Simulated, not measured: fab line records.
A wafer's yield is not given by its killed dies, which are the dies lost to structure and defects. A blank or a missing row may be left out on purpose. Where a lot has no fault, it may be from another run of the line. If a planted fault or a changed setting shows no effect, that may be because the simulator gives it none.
The tool behind it: which one?    flow sky130    13 lots, 39 wafers sampled, at 4 steps of a route of 708

== WHAT THE GAUGES READ, wafer by wafer ==
The record lacks any reading of a measuring or inspecting step that a usual standard deviation could be used to judge.

== TOOL THAT RAN EACH LOT (tool first, then ch and the chambers of the sampled wafers, then the start) ==
lot   SKY_LI_CONTACT_ETCH_14             SKY_LI_CONTACT_ETCH_15             SKY_LI_CONTACT_STRIP_16              SKY_PAD_OPEN_PROBE_99
L679  rieDiel-01 ch 1,2, day 29 07:43    rieDiel-01 ch 1,2, day 29 07:46    plasmaAsher-04 ch 0,1, day 29 07:53  -
L682  rieDiel-03 ch 0,1, day 30 01:58    rieDiel-03 ch 0,1, day 30 02:01    plasmaAsher-02 ch 0,1, day 30 02:06  -
L683  rieDiel-01 ch 1,2,3, day 31 05:58  rieDiel-01 ch 1,2,3, day 31 06:01  plasmaAsher-01 ch 0,1, day 31 06:08  prober-02, day 47 09:01
L691  rieDiel-01 ch 0,1,2, day 33 14:43  rieDiel-01 ch 0,1,2, day 33 14:46  plasmaAsher-02 ch 0,1, day 33 14:53  prober-02, day 49 00:23
L692  rieDiel-03 ch 0,1,2, day 33 18:31  rieDiel-03 ch 0,1,2, day 33 18:33  plasmaAsher-02 ch 0,1, day 33 18:38  prober-01, day 49 03:53
L694  rieDiel-04 ch 0,1,3, day 34 04:13  rieDiel-04 ch 0,1,3, day 34 04:16  plasmaAsher-01 ch 0,1, day 34 04:23  -
L695  rieDiel-01 ch 1,2, day 34 05:10    rieDiel-01 ch 1,2, day 34 05:13    plasmaAsher-02 ch 0,1, day 34 05:17  -
L697  rieDiel-04 ch 1,2,3, day 34 22:22  rieDiel-04 ch 1,2,3, day 34 22:25  plasmaAsher-02 ch 0,1, day 34 22:30  -
L698  rieDiel-03 ch 1,2, day 35 12:49    rieDiel-03 ch 1,2, day 35 12:52    plasmaAsher-02 ch 0,1, day 35 12:57  -
L699  rieDiel-01 ch 0,2, day 36 06:52    rieDiel-01 ch 0,2, day 36 06:55    plasmaAsher-01 ch 0,1, day 36 07:00  -
L701  rieDiel-03 ch 0,1, day 36 07:22    rieDiel-03 ch 0,1, day 36 07:24    plasmaAsher-04 ch 0,1, day 36 07:29  -
L700  rieDiel-03 ch 0,1, day 36 09:43    rieDiel-03 ch 0,1, day 36 09:46    plasmaAsher-04 ch 0, day 36 09:51    -
L702  rieDiel-01 ch 1,2,3, day 36 17:43  rieDiel-01 ch 1,2,3, day 36 17:46  plasmaAsher-01 ch 0,1, day 36 17:51  -
- SKY_LI_CONTACT_ETCH_14: etches BARC in N2/H2, stops on SiO2, time 45.9 s, target depth 60 nm.
- SKY_LI_CONTACT_ETCH_15: etches PSG in C4F8/O2/Ar, stops on Si, target depth 600 nm.
- SKY_LI_CONTACT_STRIP_16: strips in O2/N2.
- SKY_PAD_OPEN_PROBE_99

== AS READ BY THE TOOLS THEMSELVES (means over the sampled wafers that have a number; for cases with no such wafer, the mark the record gives instead) ==
SKY_LI_CONTACT_ETCH_14.
lot   tool        biasW (W)  chamberPressureMTorr (mTorr)  drypumpMotorCurrentA (A)  oesProductAu (a.u.)  throttleValvePct (%)
L679  rieDiel-01  99.69      30.004                        5.81                      0.856                13.226
L682  rieDiel-03  99.77      30.018                        5.56                      0.857                13.216
L683  rieDiel-01  99.76      29.977                        5.71                      0.855                13.225
L691  rieDiel-01  -          -                             -                         -                    -
L692  rieDiel-03  -          -                             -                         -                    -
L694  rieDiel-04  100.05     30.023                        5.68                      0.853                13.228
L695  rieDiel-01  100.17     29.997                        5.81                      0.855                13.224
L697  rieDiel-04  99.85      30.001                        5.77                      0.858                13.227
L698  rieDiel-03  100.23     29.991                        6.03                      0.849                13.231
L699  rieDiel-01  99.76      30.030                        5.85                      0.856                13.228
L701  rieDiel-03  100.26     30.028                        5.59                      0.853                13.231
L700  rieDiel-03  99.69      29.976                        5.57                      0.852                13.228
L702  rieDiel-01  99.79      29.998                        5.70                      0.855                13.229

SKY_LI_CONTACT_ETCH_15.
lot   tool        biasW (W)  chamberPressureMTorr (mTorr)  oesProductAu (a.u.)
L679  rieDiel-01  1200       40.00                         0.836
L682  rieDiel-03  1202       39.99                         0.835
L683  rieDiel-01  1198       40.00                         0.841
L691  rieDiel-01  1202       39.98                         0.374
L692  rieDiel-03  1198       39.98                         0.379
L694  rieDiel-04  1198       39.99                         0.836
L695  rieDiel-01  1199       40.03                         0.834
L697  rieDiel-04  1198       39.98                         0.836
L698  rieDiel-03  1203       40.01                         0.839
L699  rieDiel-01  1200       40.06                         0.834
L701  rieDiel-03  1200       40.01                         0.835
L700  rieDiel-03  1202       40.00                         0.834
L702  rieDiel-01  1200       40.00                         0.843

SKY_LI_CONTACT_STRIP_16.
lot   tool            drypumpMotorCurrentA (A)  oesProductAu (a.u.)  stripTimeToEndpointS (s)
L679  plasmaAsher-04  5.4                       0.376                3.51
L682  plasmaAsher-02  6.0                       0.371                3.47
L683  plasmaAsher-01  5.6                       0.371                3.47
L691  plasmaAsher-02  6.0                       0.394                3.96
L692  plasmaAsher-02  6.3                       0.393                3.98
L694  plasmaAsher-01  5.8                       0.376                3.51
L695  plasmaAsher-02  6.3                       0.378                3.53
L697  plasmaAsher-02  6.3                       0.372                3.44
L698  plasmaAsher-02  6.0                       0.376                3.47
L699  plasmaAsher-01  5.6                       0.375                3.54
L701  plasmaAsher-04  5.5                       0.376                3.49
L700  plasmaAsher-04  6.0                       0.377                3.49
L702  plasmaAsher-01  5.8                       0.380                3.52

SKY_PAD_OPEN_PROBE_99.
lot   tool       killed_at_M0_to_M3  killed_at_M4_up  killedAtContacts  killedAtFrontEnd  killedAtOther  killedDies  killedOnRim  killedOpen  killedShort
L683  prober-02  36                  3.0              29                16                0.3            84          17           42          42
L691  prober-02  44                  3.3              425               19                0.3            492         96           45          42
L692  prober-01  41                  3.0              436               12                0.3            492         96           47          42

== THE ANSWER, worked out from the rows above alone ==
Rule: the lots themselves supply what counts as usual. Put in order of their means at a reading, lots are off if they are a third of the lots or fewer, leave a main group of 4 or more, and stand apart from it by a gap of 3 or more times the standard deviation of the main group's means; of several such gaps the widest counts. A main group is skipped when, at the precision printed for the reading in the tables above, its means are all equal. Also off: a lot with no number at a reading for which 4 or more lots have one. Where the step has rows for the other lots, those lots are counted as sound. Order of review: gauges by route order, followed by the tools' own readings, for which a lot's mean as printed above is used. At the first step where some lot is off, the reading lying furthest off is the one used; lots without a number count as furthest.
Off: L691, L692 (SKY_LI_CONTACT_ETCH_14, biasW). Without a number there: L691, L692. For the main group the mean is 99.91 W and the standard deviation 0.21.
A tool fits if, at that step or a process step before it, it ran every lot that is off, and no sound lot after the first of them. Not one of the candidates tried fits.

== WHAT THE SIMULATOR HAD INSERTED ==
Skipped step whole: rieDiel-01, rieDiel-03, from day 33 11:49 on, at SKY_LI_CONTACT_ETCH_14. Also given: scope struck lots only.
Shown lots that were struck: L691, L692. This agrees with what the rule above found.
